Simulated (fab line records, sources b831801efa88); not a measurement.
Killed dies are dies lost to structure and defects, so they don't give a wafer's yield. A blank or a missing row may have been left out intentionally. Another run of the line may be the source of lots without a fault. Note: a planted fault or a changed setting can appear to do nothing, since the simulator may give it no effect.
Comparing a struck lot with a sound one :: flow gf180mcu :: 19 out of 602 route steps
Sound: the wafers L309.2, L309.3, L309.6. Struck: wafer L314.3 (L314.4, L314.5, from the same lot, were not struck and are left out); the cause is given at the end.
For every step that has rows: the tool of each side, followed by ch and its chambers, followed by its first start. Under that, the readings that differ: sound wafers :: struck wafers :: difference of the means :: sigmas: that difference in standard deviations of wafers without a fault.
alike: words and numbers the same on both sides, and readings whose means are apart by under 2 such deviations; not compared: readings that were withheld, readings missing a value for some wafer, numbers with overlapping values and no deviation given by the record, and bounds like >300 which may hide the same value.
A row with sigmas, a row that says differs or no value, or rows on one side alone: a step with any of these is where the two part. Numbers that don't overlap but have no deviation are shown without sigmas and don't part them. Lack of a reading on every wafer of one side parts them only where that side has two or more wafers.

first, 2 steps without rows for these wafers: GF_VT_IMPLANT_PEB_27; GF_VT_IMPLANT_DEVELOP_28 (develop time 60 s).
GF_VT_IMPLANT_OVL_MEAS_29:
  sound on overlay-02, day 9 03:58; struck on overlay-02, day 10 08:25
  alike: VT_IMPLANT_02_OVL
next, for these wafers, 1 step has no rows: GF_VT_IMPLANT_IMPLANT_30.
GF_VT_IMPLANT_STRIP_31: strips in O2/N2.
  sound on plasmaAsher-02 ch 0,1, day 9 04:08; struck on plasmaAsher-02 ch 0, day 10 08:38
  alike: drypumpMotorCurrentA, heaterPowerW, oesProductAu, stripTimeToEndpointS
  not compared: rfHoursCounterH
GF_VT_IMPLANT_TW_MEAS_32:
  sound on filmMetro-01, day 9 04:15; struck on filmMetro-01, day 10 08:43
  alike: VT_IMPLANT_3_TW
then, 6 steps without rows for these wafers: GF_VT_IMPLANT_DEHYDRATE_33 (time 60 s); GF_VT_IMPLANT_HMDS_34 (prime time 60 s); GF_VT_IMPLANT_COAT_35 (resist thk 1000 nm); GF_VT_IMPLANT_SOFTBAKE_36 (time 60 s); GF_VT_IMPLANT_EXPOSE_37 (exposes mask Nwell HV AREA, target cd 860 nm); GF_VT_IMPLANT_PEB_38.
GF_VT_IMPLANT_DEVELOP_39: develop time 60 s.
  sound on lithoTrack-04 ch 0, day 9 20:59; struck on lithoTrack-01 ch 0, day 11 02:22
GF_VT_IMPLANT_OVL_MEAS_40:
  sound on overlay-01, day 9 21:07; struck on overlay-01, day 11 02:28
  not compared: VT_IMPLANT_03_OVL
next, for these wafers, 1 step has no rows: GF_VT_IMPLANT_IMPLANT_41.
GF_VT_IMPLANT_STRIP_42: strips in O2/N2.
  sound on plasmaAsher-04 ch 0,1, day 9 21:17; struck on plasmaAsher-02 ch 0, day 11 02:41
reading: drypumpMotorCurrentA (A)
sound: 5.7 4.9 4.9
struck: 6.5
difference: +1.3
sigmas: +3
  alike: heaterPowerW, oesProductAu, stripTimeToEndpointS
  not compared: rfHoursCounterH
GF_VT_IMPLANT_TW_MEAS_43:
  sound on filmMetro-02, day 9 21:24; struck on filmMetro-01, day 11 02:49
reading: VT_IMPLANT_4_TW
sound: 684 683 689
struck: 30
difference: -655
sigmas: -99 or more
then, 1 step without rows for these wafers: GF_VT_IMPLANT_CLEAN_44 (cleans in SC1/SC2, time 150 s).
-- record jumps: 22 days separate the struck wafers' starts on either side; left off in module VT_IMPLANT, taken up again in module PASSIVATION, whose first shown step is the route's number 602 --
GF_PASSIVATION_PROBE_99:
  rows exist in the record for the struck wafers here (prober-02, day 32 16:05), but not for the sound ones

## WHERE THEY PART
At GF_VT_IMPLANT_STRIP_42 first; at GF_PASSIVATION_PROBE_99 last (within this record only).

WHY: what had been put in by the simulator
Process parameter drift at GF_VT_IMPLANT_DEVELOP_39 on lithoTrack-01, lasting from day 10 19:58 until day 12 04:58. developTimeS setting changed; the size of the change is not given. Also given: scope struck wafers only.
